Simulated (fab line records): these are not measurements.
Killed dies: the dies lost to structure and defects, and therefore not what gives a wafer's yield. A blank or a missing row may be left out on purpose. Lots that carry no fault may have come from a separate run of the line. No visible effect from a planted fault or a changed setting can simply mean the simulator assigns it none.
fab line records    flow sky130    part 1 of 2: steps 1 to 27 of 37
[record] lots = 5  wafers = 15  last_day = 50
route steps=708 shown METAL2@503 VIA2@507 METAL3@532 CAPM@537
lots that met no fault: from a run of the same line without faults
start_h: start of the lot's first displayed wafer, in hours after the record's first day    wait_h: hours from the lot's prior step to this one    " unchanged from the row above    L1.1+2: several wafers, shown together as one row    - either no value or no given start    * or withheld: withheld    < > ~ a bound
route shown NAME@n: a module of which the file shows steps, and the number in the route of the first    usual: mean and standard deviation over wafers with no fault    same: alike in all rows    chamber/n: place in a boat    sites: the reading at each site    _std_site: standard deviation across them    _edge_site: inner sites' mean taken away from outer sites' mean    radius_mm: how far each site lies from the wafer's centre    mask NAME#n: copy n    behind: the most recent tool/chamber to have shaped the wafer    hold: what put the lot on hold/how long, in hours/how the hold closed    device: names the non-switching transistor (n, p or np)    end of line: the same wafers' tests at the end of the route    a step with no rows: only its recipe    killed: dies that structure and defects cost at the first sort, which is not the same as the wafer's yield    map: dies across one wafer; x = killed, . = not, _ = none there
set.NAME: the setting as run; set.NAME@STEP: as run at that earlier step    model.NAME: the simulator's own value behind a step, which no gauge read
a table for each step, a row for each wafer; lots at some steps of the route
services: from which hour (start_h, from the record's first day; less than 0 if before it) a tool's chamber was out of use, for how many hours, and why
[[steps]]
[step SKY_METAL2_STRIP_20]
[recipe] chemistry = O2/N2  power_w = 1400  pressure_mtorr = 1500  platen_temp_c = withheld  o2_flow_sccm = 3000  n2_flow_sccm = 300  overash_fraction = 0.5
[usual] chamber_pressure_mTorr = 1500.1/1.4  drypump_motor_current_A = 5.87/0.27  oes_product_au = 0.342/0.0048  strip_time_to_endpoint_s = 2.68/0.043
lot.wafer  tool             chamber  start_h  wait_h  chamber_pressure_mTorr  drypump_motor_current_A  oes_product_au  rf_hours_counter_h  strip_time_to_endpoint_s
L078.1     plasma_asher-03  0        859.02   0.1     1502.0                  6.12                     0.348           42                  2.66
L078.2     "                1        "        "       1502.1                  5.42                     0.346           42                  2.69
L078.5     "                0        "        "       1500.6                  6.13                     0.339           -                   2.67
L092.2     plasma_asher-02  1        964.00   0.1     1500.5                  6.26                     0.346           21                  2.66
L092.3     "                0        "        "       1502.4                  5.84                     0.348           -                   2.72
L092.4     "                1        "        "       1499.6                  6.31                     0.344           -                   2.64
L094.3     plasma_asher-02  1        970.50   0.1     1501.0                  6.25                     0.343           -                   2.74
L094.4     "                0        "        "       1501.9                  5.86                     0.341           -                   2.66
L094.6     "                1        "        "       1499.8                  6.24                     0.346           -                   2.74
L095.2     plasma_asher-01  0        988.65   0.1     1500.9                  5.61                     0.344           112                 2.76
L095.4     "                1        "        "       1502.5                  5.85                     0.344           -                   2.77
L095.5     "                1        "        "       1500.8                  5.87                     0.341           -                   2.65
L097.3     plasma_asher-01  0        1004.27  0.1     1498.9                  5.61                     0.351           -                   2.72
L097.5     "                0        "        "       1500.9                  5.59                     0.341           -                   2.71
L097.6     "                1        "        "       1499.5                  5.87                     0.347           -                   2.71
[step SKY_METAL2_STRIP_21]
[recipe] chemistry = post_etch_residue_remover  time_s = 1200  temp_c = 72.5
lot.wafer   tool          chamber  start_h  wait_h
L078.1+2+5  wet_bench-03  0        859.12   0.1
L092.2+3+4  wet_bench-04  2        964.10   0.1
L094.3+4+6  wet_bench-04  1        970.57   0.0
L095.2+4+5  wet_bench-03  1        988.75   0.1
L097.3+5+6  wet_bench-03  2        1004.33  0.0
[step SKY_METAL2_CLEAN_22]
[recipe] chemistry = IPA  time_s = 180  temp_c = 25
lot.wafer   tool          chamber  start_h  wait_h
L078.1+2+5  wet_bench-01  3        859.46   0.0
L092.2+3+4  wet_bench-01  2        964.44   0.0
L094.3+4+6  wet_bench-03  0        970.91   0.0
L095.2+4+5  wet_bench-01  0        989.09   0.0
L097.3+5+6  wet_bench-04  3        1004.68  0.0
[step SKY_METAL2_CLEAN_23]
[recipe] chemistry = O3/DIW  dry = n2_spin
lot.wafer   tool          chamber  start_h  wait_h
L078.1+2+5  wet_bench-04  2        859.52   0.0
L092.2+3+4  wet_bench-04  2        964.50   0.0
L094.3+4+6  wet_bench-04  0        970.97   0.0
L095.2+4+5  wet_bench-04  2        989.15   0.0
L097.3+5+6  wet_bench-01  1        1004.74  0.0
[step SKY_VIA2_HDPCVD_00]
[recipe] material = SiO2  target_thk_nm = 1180  sigma_open_frac = 0.3  time_s = 196.7  temp_c = 400  sih4_flow_sccm = 60  pressure_mtorr = 6
lot.wafer   tool       chamber  start_h  wait_h
L078.1+2+5  hdpcvd-02  1,2,2    859.63   0.0
L092.2+3+4  hdpcvd-02  0,1,1    964.59   0.0
L094.3+4+6  hdpcvd-01  0,0,1    971.06   0.0
L095.2+4+5  hdpcvd-02  1,1,0    989.25   0.0
L097.3+5+6  hdpcvd-02  2,0,1    1004.83  0.0
[step SKY_VIA2_THK_MEAS_01]
[recipe] reads = SiO2_of_VIA2_HDPCVD_00
[usual] VIA2_HDPCVD_THK = 1182/11
lot.wafer  tool           chamber  start_h  wait_h  VIA2_HDPCVD_THK[nm]
L078.1     film_metro-04  -        859.76   0.1     1186
L078.2     "              -        "        "       1184
L078.5     "              -        "        "       1192
L092.2     film_metro-03  -        964.72   0.1     1179
L092.3     "              -        "        "       1187
L092.4     "              -        "        "       1199
L094.3     film_metro-03  -        971.21   0.1     1172
L094.4     "              -        "        "       1188
L094.6     "              -        "        "       1182
L095.2     film_metro-01  -        989.39   0.1     1179
L095.4     "              -        "        "       1177
L095.5     "              -        "        "       1197
L097.3     film_metro-03  -        1004.98  0.1     1199
L097.5     "              -        "        "       1192
L097.6     "              -        "        "       1182
[step SKY_VIA2_CMP_02]
[recipe] material = SiO2  down_force_psi = 4  platen_rpm = 60  pad_velocity_m_s = 0.94248
[usual] motor_current_A = 12.0/1.2
lot.wafer  tool    chamber  start_h  wait_h  motor_current_A
L078.2     cmp-02  0        859.87   0.1     10.7
L078.1     "       1        "        "       11.9
L078.5     "       3        "        "       13.5
L092.2     cmp-02  1        964.77   0.0     11.6
L092.3     "       2        "        "       13.5
L092.4     "       3        "        "       12.7
L094.4     cmp-02  1        971.25   0.0     11.3
L094.3     "       3        "        "       12.5
L094.6     "       2        "        "       13.6
L095.4     cmp-01  1        989.61   0.2     12.6
L095.2     "       0        "        "       10.8
L095.5     "       2        "        "       10.2
L097.3     cmp-02  3        1005.07  0.1     13.3
L097.5     "       2        "        "       13.4
L097.6     "       3        "        "       12.8
[step SKY_VIA2_BOW_MEAS_03]
[recipe] mode = bow
[usual] VIA2_BOW = 86/7
lot.wafer  tool           chamber  start_h  wait_h  VIA2_BOW[um]
L078.1     film_metro-01  -        860.12   0.1     82
L078.2     "              -        "        "       87
L078.5     "              -        "        "       83
L092.2     film_metro-01  -        965.09   0.3     96
L092.3     "              -        "        "       91
L092.4     "              -        "        "       81
L094.3     film_metro-03  -        971.59   0.2     82
L094.4     "              -        "        "       83
L094.6     "              -        "        "       82
L095.2     film_metro-01  -        989.93   0.1     84
L095.4     "              -        "        "       85
L095.5     "              -        "        "       82
L097.3     film_metro-04  -        1005.36  0.2     82
L097.5     "              -        "        "       93
L097.6     "              -        "        "       93
[step SKY_VIA2_DEHYDRATE_04]
[recipe] temp_c = 200  time_s = 60
[usual] exhaust_pa = 45.3/0.86
lot.wafer  tool            chamber  start_h  wait_h  exhaust_pa
L078.1     litho_track-02  0        873.00   12.9    44.9
L078.2     "               0        "        "       45.1
L078.5     "               0        "        "       45.1
L092.2     litho_track-02  0        977.63   12.5    44.9
L092.3     "               0        "        "       44.1
L092.4     "               0        "        "       43.8
L094.3     litho_track-01  0        983.63   12.0    45.5
L094.4     "               0        "        "       44.8
L094.6     "               0        "        "       44.9
L095.2     litho_track-01  0        1002.66  12.7    46.2
L095.4     "               0        "        "       44.5
L095.5     "               0        "        "       47.0
L097.3     litho_track-01  0        1015.93  10.6    44.7
L097.5     "               0        "        "       47.4
L097.6     "               0        "        "       45.1
[step SKY_VIA2_HMDS_05]
[recipe] prime_time_s = 60  prime_temp_c = 120
[usual] exhaust_pa = 45.2/0.89
lot.wafer  tool            chamber  start_h  wait_h  exhaust_pa
L078.1     litho_track-02  0        873.15   0.1     43.8
L078.2     "               0        "        "       44.8
L078.5     "               0        "        "       45.3
L092.2     litho_track-02  0        977.78   0.1     45.0
L092.3     "               0        "        "       45.2
L092.4     "               0        "        "       45.4
L094.3     litho_track-01  0        983.78   0.1     44.5
L094.4     "               0        "        "       46.1
L094.6     "               0        "        "       43.6
L095.2     litho_track-01  0        1002.81  0.1     44.9
L095.4     "               0        "        "       44.8
L095.5     "               0        "        "       44.3
L097.3     litho_track-01  0        1016.08  0.1     43.9
L097.5     "               0        "        "       44.4
L097.6     "               0        "        "       45.2
[step SKY_VIA2_COAT_06]
[recipe] resist = BARC  temp_c = withheld  time_s = withheld  spin_rpm = 3000  resist_thk_nm = 60
[usual] exhaust_pa = 44.9/0.89
lot.wafer  tool            chamber  start_h  wait_h  exhaust_pa
L078.1     litho_track-02  0        873.30   0.1     44.6
L078.2     "               0        "        "       47.2
L078.5     "               0        "        "       45.1
L092.2     litho_track-02  0        977.93   0.1     43.4
L092.3     "               0        "        "       45.9
L092.4     "               0        "        "       45.0
L094.3     litho_track-01  0        983.93   0.1     44.9
L094.4     "               0        "        "       44.1
L094.6     "               0        "        "       43.6
L095.2     litho_track-01  0        1002.96  0.1     44.5
L095.4     "               0        "        "       44.8
L095.5     "               0        "        "       44.5
L097.3     litho_track-01  0        1016.23  0.1     44.4
L097.5     "               0        "        "       45.3
L097.6     "               0        "        "       46.4
[step SKY_VIA2_COAT_07]
[recipe] resist = KrF-thick  spin_rpm = 3000  resist_thk_nm = 450
[usual] exhaust_pa = 45.0/0.99
lot.wafer  tool            chamber  start_h  wait_h  exhaust_pa
L078.1     litho_track-02  0        -        -       43.1
L078.2     "               0        "        "       45.7
L078.5     "               0        "        "       45.9
L092.2     litho_track-02  0        -        -       46.0
L092.3     "               0        "        "       45.1
L092.4     "               0        "        "       45.7
L094.3     litho_track-01  0        -        -       46.3
L094.4     "               0        "        "       45.9
L094.6     "               0        "        "       44.7
L095.2     litho_track-01  0        -        -       43.8
L095.4     "               0        "        "       43.0
L095.5     "               0        "        "       44.1
L097.3     litho_track-01  0        -        -       46.2
L097.5     "               0        "        "       45.1
L097.6     "               0        "        "       46.0
[step SKY_VIA2_SOFTBAKE_08]
[recipe] temp_c = 100  time_s = 90  resist = KrF-thick
[usual] exhaust_pa = 45.0/0.9
lot.wafer  tool            chamber  start_h  wait_h  exhaust_pa
L078.1     litho_track-02  0        -        -       46.2
L078.2     "               0        "        "       45.9
L078.5     "               0        "        "       45.0
L092.2     litho_track-02  0        -        -       44.3
L092.3     "               0        "        "       44.9
L092.4     "               0        "        "       43.8
L094.3     litho_track-01  0        -        -       45.4
L094.4     "               0        "        "       44.9
L094.6     "               0        "        "       45.5
L095.2     litho_track-01  0        -        -       46.1
L095.4     "               0        "        "       45.0
L095.5     "               0        "        "       46.6
L097.3     litho_track-01  0        -        -       42.6
L097.5     "               0        "        "       43.5
L097.6     "               0        "        "       43.5
[step SKY_VIA2_EXPOSE_09]
[recipe] mask_id = VIM2  na = 0.8  source_shape = annular  sigma_inner = 0.55  sigma_outer = 0.85  target_cd_nm = 200  dose_mj = 38
lot.wafer   tool            chamber  start_h  wait_h  mask
L078.1+2+5  krf_scanner-02  0        -        -       VIM2#0
L092.2+3+4  krf_scanner-02  0        -        -       VIM2#0
L094.3+4+6  krf_scanner-01  0        -        -       VIM2#0
L095.2+4+5  krf_scanner-02  0        -        -       VIM2#0
L097.3+5+6  krf_scanner-02  0        -        -       VIM2#0
[step SKY_VIA2_PEB_10]
[recipe] peb_temp_c = withheld  peb_time_s = withheld  resist = KrF-thick
[usual] exhaust_pa = 45.0/0.83
lot.wafer  tool            chamber  start_h  wait_h  exhaust_pa
L078.1     litho_track-03  0        -        -       44.5
L078.2     "               0        "        "       43.4
L078.5     "               0        "        "       45.0
L092.2     litho_track-03  0        -        -       45.8
L092.3     "               0        "        "       44.7
L092.4     "               0        "        "       43.9
L094.3     litho_track-03  0        -        -       46.5
L094.4     "               0        "        "       46.3
L094.6     "               0        "        "       46.0
L095.2     litho_track-01  0        -        -       45.8
L095.4     "               0        "        "       46.1
L095.5     "               0        "        "       45.3
L097.3     litho_track-02  0        -        -       44.0
L097.5     "               0        "        "       44.3
L097.6     "               0        "        "       44.9
[step SKY_VIA2_DEVELOP_11]
[recipe] develop_time_s = 60  resist = KrF-thick  dev_temp_c = 21
[usual] exhaust_pa = 44.9/0.89
lot.wafer  tool            chamber  start_h  wait_h  exhaust_pa
L078.1     litho_track-03  0        -        -       45.4
L078.2     "               0        "        "       43.7
L078.5     "               0        "        "       44.3
L092.2     litho_track-03  0        -        -       46.8
L092.3     "               0        "        "       46.3
L092.4     "               0        "        "       46.5
L094.3     litho_track-03  0        -        -       46.3
L094.4     "               0        "        "       44.6
L094.6     "               0        "        "       45.4
L095.2     litho_track-01  0        -        -       45.7
L095.4     "               0        "        "       45.6
L095.5     "               0        "        "       45.2
L097.3     litho_track-02  0        -        -       43.7
L097.5     "               0        "        "       45.5
L097.6     "               0        "        "       43.9
[step SKY_VIA2_CD_MEAS_12]
[recipe] target_cd_nm = 200
[usual] cd_nm = 200.0/1.5
lot.wafer  tool       chamber  start_h  wait_h  cd_nm
L078.1     cd_sem-01  -        885.93   -       200.7
L078.2     "          -        "        "       199.9
L078.5     "          -        "        "       201.0
L092.2     cd_sem-01  -        989.95   -       199.7
L092.3     "          -        "        "       199.7
L092.4     "          -        "        "       199.5
L094.3     cd_sem-01  -        996.62   -       202.9
L094.4     "          -        "        "       201.9
L094.6     "          -        "        "       201.5
L095.2     cd_sem-02  -        1014.10  -       200.0
L095.4     "          -        "        "       201.9
L095.5     "          -        "        "       199.6
L097.3     cd_sem-02  -        1028.60  -       198.6
L097.5     "          -        "        "       199.2
L097.6     "          -        "        "       198.9
[step SKY_VIA2_OVL_MEAS_13]
[usual] VIA2_OVL = -2/5.3
lot.wafer  tool        chamber  start_h  wait_h  VIA2_OVL[nm]
L078.1     overlay-01  -        886.05   0.1     1
L078.2     "           -        "        "       -4
L078.5     "           -        "        "       0
L092.2     overlay-01  -        990.06   0.1     15
L092.3     "           -        "        "       10
L092.4     "           -        "        "       7
L094.3     overlay-02  -        996.71   0.1     3
L094.4     "           -        "        "       4
L094.6     "           -        "        "       3
L095.2     overlay-02  -        1014.21  0.1     4
L095.4     "           -        "        "       -2
L095.5     "           -        "        "       -7
L097.3     overlay-01  -        1028.69  0.1     2
L097.5     "           -        "        "       -3
L097.6     "           -        "        "       -2
[step SKY_VIA2_ETCH_14]
[recipe] chemistry = N2/H2  target = BARC  ion_energy_ev = 200  source_w = 500  bias_w = 100  pressure_mtorr = 30  n2_flow_sccm = 100  h2_flow_sccm = 200  stop_on = SiO2  time_s = 45.9  target_depth_a = 600
[usual] chamber_pressure_mTorr = 30.007/0.025  drypump_motor_current_A = 5.5/0.4  oes_product_au = 0.855/0.0046  throttle_valve_pct = 13.225/0.0091
lot.wafer  tool         chamber  start_h  wait_h  chamber_pressure_mTorr  drypump_motor_current_A  oes_product_au  rf_hours_counter_h  throttle_valve_pct
L078.1     rie_diel-01  3        886.09   0.0     30.000                  5.9                      0.857           16                  13.222
L078.2     "            2        "        "       30.023                  5.8                      0.851           23                  13.238
L078.5     "            2        "        "       29.986                  5.8                      0.860           -                   13.232
L092.2     rie_diel-02  3        990.09   0.0     30.031                  5.6                      0.859           14                  13.229
L092.3     "            1        "        "       30.020                  6.0                      0.864           10                  13.219
L092.4     "            2        "        "       30.005                  5.3                      0.857           25                  13.218
L094.3     rie_diel-02  3        996.74   0.0     29.967                  5.6                      0.851           14                  13.220
L094.4     "            1        "        "       30.079                  6.0                      0.854           10                  13.223
L094.6     "            3        "        "       30.011                  5.6                      0.862           -                   13.231
L095.2     rie_diel-02  3        1014.24  0.0     29.990                  5.6                      0.853           15                  13.216
L095.4     "            2        "        "       30.013                  5.3                      0.851           26                  13.217
L095.5     "            0        "        "       29.979                  5.1                      0.861           -                   13.217
L097.3     rie_diel-03  3        1028.71  0.0     30.023                  5.3                      0.855           19                  13.209
L097.5     "            2        "        "       29.983                  5.1                      0.855           -                   13.240
L097.6     "            1        "        "       29.956                  5.9                      0.858           -                   13.233
[step SKY_VIA2_ETCH_15]
[recipe] target = SiO2  chemistry = C4F8/O2/Ar  target_depth_nm = 546  stop_on = TiN  mask_material = KrF-thick  source_w = 1500  bias_w = 1200  pressure_mtorr = 40  c4f8_flow_sccm = withheld  O2_flow_sccm = 6  Ar_flow_sccm = 300  time_s = 84
[usual] chamber_pressure_mTorr = 40.00/0.038  oes_product_au = 0.940/0.0051
lot.wafer  tool         chamber  start_h  wait_h  chamber_pressure_mTorr  oes_product_au  rf_hours_counter_h
L078.1     rie_diel-01  3        886.13   0.0     40.01                   0.946           16
L078.2     "            2        "        "       39.93                   0.948           23
L078.5     "            2        "        "       40.02                   0.946           -
L092.2     rie_diel-02  3        990.13   0.0     39.95                   0.932           14
L092.3     "            1        "        "       40.03                   0.939           10
L092.4     "            2        "        "       39.97                   0.943           25
L094.3     rie_diel-02  3        996.78   0.0     39.97                   0.943           14
L094.4     "            1        "        "       39.97                   0.942           10
L094.6     "            3        "        "       39.95                   0.950           -
L095.2     rie_diel-02  3        1014.28  0.0     40.00                   0.938           15
L095.4     "            2        "        "       40.00                   0.946           26
L095.5     "            0        "        "       39.97                   0.946           -
L097.3     rie_diel-03  3        1028.75  0.0     40.00                   0.939           19
L097.5     "            2        "        "       40.01                   0.939           -
L097.6     "            1        "        "       39.99                   0.944           -
[step SKY_VIA2_STRIP_16]
[recipe] chemistry = O2/N2  power_w = 1400  pressure_mtorr = 1500  platen_temp_c = withheld  o2_flow_sccm = 3000  n2_flow_sccm = 300  overash_fraction = 0.5
[usual] chamber_pressure_mTorr = 1500.1/1.2  drypump_motor_current_A = 5.78/0.28  oes_product_au = 0.398/0.0046  strip_time_to_endpoint_s = 4.051/0.027
lot.wafer  tool             chamber  start_h  wait_h  chamber_pressure_mTorr  drypump_motor_current_A  oes_product_au  rf_hours_counter_h  strip_time_to_endpoint_s
L078.1     plasma_asher-03  0        886.19   0.0     1499.3                  6.11                     0.394           45                  4.082
L078.2     "                1        "        "       1501.0                  5.44                     0.390           45                  4.040
L078.5     "                1        "        "       1497.6                  5.43                     0.400           -                   4.045
L092.2     plasma_asher-01  0        990.19   0.0     1501.1                  5.61                     0.395           112                 4.036
L092.3     "                1        "        "       1500.3                  5.85                     0.397           -                   4.017
L092.4     "                0        "        "       1499.5                  5.58                     0.406           -                   4.052
L094.3     plasma_asher-04  1        996.88   0.1     1500.8                  6.11                     0.407           -                   4.028
L094.4     "                0        "        "       1500.7                  5.55                     0.399           -                   4.031
L094.6     "                0        "        "       1499.6                  5.56                     0.408           -                   4.038
L095.2     plasma_asher-03  0        1014.34  0.0     1502.3                  6.12                     0.392           59                  4.055
L095.4     "                0        "        "       1499.9                  6.13                     0.404           -                   4.072
L095.5     "                0        "        "       1499.9                  6.13                     0.397           -                   4.051
L097.3     plasma_asher-04  0        1028.85  0.1     1499.2                  5.55                     0.398           -                   4.089
L097.5     "                0        "        "       1499.8                  5.56                     0.394           -                   4.056
L097.6     "                1        "        "       1499.9                  6.09                     0.400           -                   4.050
[step SKY_VIA2_STRIP_17]
[recipe] chemistry = post_etch_residue_remover  time_s = 1200  temp_c = 72.5
lot.wafer   tool          chamber  start_h  wait_h
L078.1+2+5  wet_bench-01  2        886.29   0.1
L092.2+3+4  wet_bench-04  3        990.29   0.1
L094.3+4+6  wet_bench-02  2        996.94   0.0
L095.2+4+5  wet_bench-01  1        1014.44  0.1
L097.3+5+6  wet_bench-04  0        1028.92  0.0
[step SKY_VIA2_CLEAN_18]
[recipe] chemistry = IPA  time_s = 180  temp_c = 25
lot.wafer   tool          chamber  start_h  wait_h
L078.1+2+5  wet_bench-02  0        886.63   0.0
L092.2+3+4  wet_bench-02  2        990.63   0.0
L094.3+4+6  wet_bench-04  3        997.28   0.0
L095.2+4+5  wet_bench-04  2        1014.78  0.0
L097.3+5+6  wet_bench-02  1        1029.26  0.0
[step SKY_VIA2_CLEAN_19]
[recipe] chemistry = O3/DIW  dry = n2_spin
lot.wafer   tool          chamber  start_h  wait_h
L078.1+2+5  wet_bench-04  3        886.69   0.0
L092.2+3+4  wet_bench-01  2        990.69   0.0
L094.3+4+6  wet_bench-01  0        997.34   0.0
L095.2+4+5  wet_bench-02  3        1014.85  0.0
L097.3+5+6  wet_bench-01  2        1029.32  0.0
[step SKY_VIA2_SPUTTER_20]
[recipe] material = TiN  target_thk_nm = 20  chamber_pressure_pa = 5  power_w = 4000  time_s = 80
[usual] throttle_valve_pct = 30.0/0.99
lot.wafer  tool            chamber  start_h  wait_h  throttle_valve_pct
L078.1     pvd_sputter-02  -        886.78   0.0     31.9
L078.2     "               -        "        "       28.1
L078.5     "               -        "        "       30.3
L092.2     pvd_sputter-01  -        990.78   0.0     29.8
L092.3     "               -        "        "       29.5
L092.4     "               -        "        "       30.1
L094.3     pvd_sputter-02  -        997.43   0.0     31.4
L094.4     "               -        "        "       28.1
L094.6     "               -        "        "       30.1
L095.2     pvd_sputter-01  -        1014.94  0.0     30.0
L095.4     "               -        "        "       29.2
L095.5     "               -        "        "       29.5
L097.3     pvd_sputter-03  -        1029.41  0.0     30.8
L097.5     "               -        "        "       30.1
L097.6     "               -        "        "       28.7
[step SKY_VIA2_CVD_21]
[recipe] material = W  target_thk_nm = 420  time_s = 126.4  temp_c = 400  pressure_torr = 40
[usual] chamber_pressure_Torr = 40.00/0.088  heater_power_w = 776/41
lot.wafer  tool      chamber  start_h  wait_h  chamber_pressure_Torr  heater_power_w
L078.1     cvd_w-02  1        886.85   0.0     39.95                  778
L078.2     "         0        "        "       39.90                  810
L078.5     "         1        "        "       39.99                  789
L092.2     cvd_w-01  1        990.85   0.0     39.89                  752
L092.3     "         0        "        "       40.13                  703
L092.4     "         1        "        "       40.02                  778
L094.3     cvd_w-01  0        997.54   0.1     39.85                  716
L094.4     "         1        "        "       40.08                  754
L094.6     "         1        "        "       40.00                  757
L095.2     cvd_w-01  1        1015.01  0.0     39.93                  780
L095.4     "         0        "        "       40.02                  696
L095.5     "         0        "        "       40.09                  692
L097.3     cvd_w-02  1        1029.51  0.1     40.10                  802
L097.5     "         0        "        "       39.97                  820
L097.6     "         1        "        "       40.02                  797
[step SKY_VIA2_RS_MEAS_22]
[recipe] thk_meas_gauge = four-point-probe  reads = W_of_VIA2_CVD_21+TiN_of_VIA2_SPUTTER_20
[usual] VIA2_W_RS = 0.2721/0.0025
lot.wafer  tool           chamber  start_h  wait_h  VIA2_W_RS[ohm/sq]
L078.1     film_metro-01  -        886.98   0.1     0.2669
L078.2     "              -        "        "       0.2696
L078.5     "              -        "        "       0.2702
L092.2     film_metro-01  -        991.00   0.1     0.2701
L092.3     "              -        "        "       0.2706
L092.4     "              -        "        "       0.2747
L094.3     film_metro-01  -        997.67   0.1     0.2740
L094.4     "              -        "        "       0.2723
L094.6     "              -        "        "       0.2716
L095.2     film_metro-04  -        1015.16  0.1     0.2736
L095.4     "              -        "        "       0.2731
L095.5     "              -        "        "       0.2686
L097.3     film_metro-04  -        1029.64  0.1     0.2717
L097.5     "              -        "        "       0.2719
L097.6     "              -        "        "       0.2755
